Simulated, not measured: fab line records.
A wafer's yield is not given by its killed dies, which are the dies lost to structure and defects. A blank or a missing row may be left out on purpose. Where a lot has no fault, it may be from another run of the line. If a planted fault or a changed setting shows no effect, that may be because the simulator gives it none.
Chamber matching	flow gf180mcu	GF_V3_CMP_26 on cmp-01 has 4 sister chambers
The step polishes, stops on SiO2, t overpolish 15 s, target thk 0 nm. 4 wafers are shown with their chamber, then 8 later ones without.

WAFERS PAIRED WITH THEIR CHAMBERS
wafer	chamber	motor_current_A (A)
L728.4	0	11.3
L745.1	1	10.1
L745.3	3	11.7
L746.1	2	12.3

WAFERS WITHOUT THEIR CHAMBER
wafer	motor_current_A (A)
L746.2	11.5
L746.3	9.6
L747.4	10.5
L747.5	11.4
L747.6	11.0
L748.1	9.9
L748.5	9.8
L748.6	10.8

WHICH CHAMBER EACH ONE RAN IN
wafer	from the rows above	in truth
L746.2	can't be placed: 0 or 3 or 2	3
L746.3	1	1
L747.4	can't be placed: 1 or 0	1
L747.5	can't be placed: 0 or 3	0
L747.6	can't be placed: 0 or 3 or 1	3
L748.1	1	1
L748.5	1	1
L748.6	can't be placed: 0 or 1 or 3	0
3 of 8 placed correctly. These rows do not allow placing 5 (true chamber among the candidates in 5). Number placed wrongly: 0.
How it was worked out, from the rows above alone: a wafer's distance from a chamber is the root of the sum, over the readings, of the square of ((its reading less the chamber's mean) divided by the reading's scatter). The wafer belongs to the nearest chamber; if the next one is less than 2 further off, it can't be placed. Each chamber's mean is taken over the wafers shown for it. The scatter: with one shown wafer a chamber, the root of the mean of the squares of how far each hidden wafer lies from its nearest shown one.
